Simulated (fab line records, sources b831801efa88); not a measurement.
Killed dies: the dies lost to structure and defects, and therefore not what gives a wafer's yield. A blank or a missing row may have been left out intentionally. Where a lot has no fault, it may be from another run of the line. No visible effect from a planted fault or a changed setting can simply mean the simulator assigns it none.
Which of the tools did it? ; flow sfqLine ; 14 lots, 42 wafers sampled, at 2 steps of a route of 325

## WHAT THE GAUGES SHOWED, per wafer
The record holds no reading of a measuring or inspecting step that can be judged against a usual standard deviation.

## WHAT TOOL EACH LOT RAN ON (gives the tool, then ch and the chambers of the sampled wafers, and finally the start)
lot;SFQ_TRILAYER_M6_LITHO_COAT_164;SFQ_TRILAYER_M6_BARC_OPEN_METAL_ETCH_206
L483;lithoTrack-04 ch 0, day 71 18:57;rieMetal-03 ch 0,1, day 71 21:11
L484;lithoTrack-02 ch 0, day 72 04:32;rieMetal-01 ch 0,1, day 72 06:50
L488;lithoTrack-02 ch 0, day 72 21:31;rieMetal-04 ch 0,1, day 77 02:26
L489;lithoTrack-02 ch 0, day 72 23:37;rieMetal-03 ch 0,1, day 77 04:50
L490;lithoTrack-04 ch 0, day 73 10:25;rieMetal-01 ch 0,1, day 77 16:50
L491;lithoTrack-02 ch 0, day 73 15:10;rieMetal-04 ch 0,1, day 77 20:26
L497;lithoTrack-02 ch 0, day 76 15:09;rieMetal-01 ch 0,1, day 79 09:38
L499;lithoTrack-02 ch 0, day 79 14:27;rieMetal-04 ch 1, day 79 23:16
L501;lithoTrack-04 ch 0, day 80 02:52;rieMetal-04 ch 0,1, day 80 06:28
L502;lithoTrack-02 ch 0, day 80 04:07;rieMetal-01 ch 0,1, day 80 07:41
L503;lithoTrack-01 ch 0, day 80 05:16;rieMetal-01 ch 0,1, day 80 10:10
L504;lithoTrack-02 ch 0, day 80 06:25;rieMetal-01 ch 0,1, day 80 12:34
L505;lithoTrack-04 ch 0, day 80 12:34;rieMetal-04 ch 0,1, day 80 16:10
L506;lithoTrack-02 ch 0, day 81 06:07;rieMetal-03 ch 0,1, day 81 08:24
- SFQ_TRILAYER_M6_LITHO_COAT_164: resist thk 62 nm.
- SFQ_TRILAYER_M6_BARC_OPEN_METAL_ETCH_206: etches BARC in O2, target depth 125 nm, time 41.7 s.

## AS READ BY THE TOOLS THEMSELVES (means over the sampled wafers that have a number; for cases with no such wafer, the mark the record gives instead)
SFQ_TRILAYER_M6_LITHO_COAT_164. Usual: spinSpeedRpm 2999.9 rpm, standard deviation 2.4.
lot;tool;spinSpeedRpm (rpm);flag
L483;lithoTrack-04;2999.0;
L484;lithoTrack-02;3001.1;
L488;lithoTrack-02;2999.1;
L489;lithoTrack-02;2576.6;OFF
L490;lithoTrack-04;2996.7;
L491;lithoTrack-02;2573.6;OFF
L497;lithoTrack-02;2999.9;
L499;lithoTrack-02;2999.5;
L501;lithoTrack-04;2999.3;
L502;lithoTrack-02;2998.0;
L503;lithoTrack-01;3001.9;
L504;lithoTrack-02;2999.9;
L505;lithoTrack-04;3001.7;
L506;lithoTrack-02;2999.1;

SFQ_TRILAYER_M6_BARC_OPEN_METAL_ETCH_206. Usual: biasW 79.99 W, standard deviation 0.23; drypumpMotorCurrentA 5.5 A, standard deviation 0.46; oesProductAu 0.685 a.u., standard deviation 0.0044.
lot;tool;biasW (W);drypumpMotorCurrentA (A);oesProductAu (a.u.);flag
L483;rieMetal-03;79.98;5.8;0.683;
L484;rieMetal-01;79.82;5.9;0.685;
L488;rieMetal-04;79.88;5.1;0.683;
L489;rieMetal-03;79.76;5.3;0.707;OFF
L490;rieMetal-01;80.10;5.8;0.683;
L491;rieMetal-04;80.07;5.1;0.707;OFF
L497;rieMetal-01;80.09;5.9;0.687;
L499;rieMetal-04;79.90;4.9;0.682;
L501;rieMetal-04;79.82;5.2;0.687;
L502;rieMetal-01;79.79;5.9;0.688;
L503;rieMetal-01;79.97;6.0;0.685;
L504;rieMetal-01;79.97;5.9;0.681;
L505;rieMetal-04;80.11;5.1;0.681;
L506;rieMetal-03;79.88;5.4;0.689;

## THE ANSWER, worked out from the rows above alone
Rule: lot off if the mean of its wafers having a number is beyond 3 standard deviations from the usual mean. A lot without any number at a reading at which 4 lots or more have one is off too. All remaining lots with rows at the step are treated as sound. After the gauges, taken in route order, come the tools' own readings; for these a lot's mean is taken, as printed above. The first step at which some lot is off is used, and at that step the reading that is off furthest; a lot without a number counts as furthest.
Off: L489, L491 (SFQ_TRILAYER_M6_LITHO_COAT_164, spinSpeedRpm).
If a tool, at that step or one of the process steps before it, ran each lot that is off and ran no sound lot following the first of them, it fits. Not one of the candidates tried fits.

## WHAT HAD BEEN PUT IN BY THE SIMULATOR
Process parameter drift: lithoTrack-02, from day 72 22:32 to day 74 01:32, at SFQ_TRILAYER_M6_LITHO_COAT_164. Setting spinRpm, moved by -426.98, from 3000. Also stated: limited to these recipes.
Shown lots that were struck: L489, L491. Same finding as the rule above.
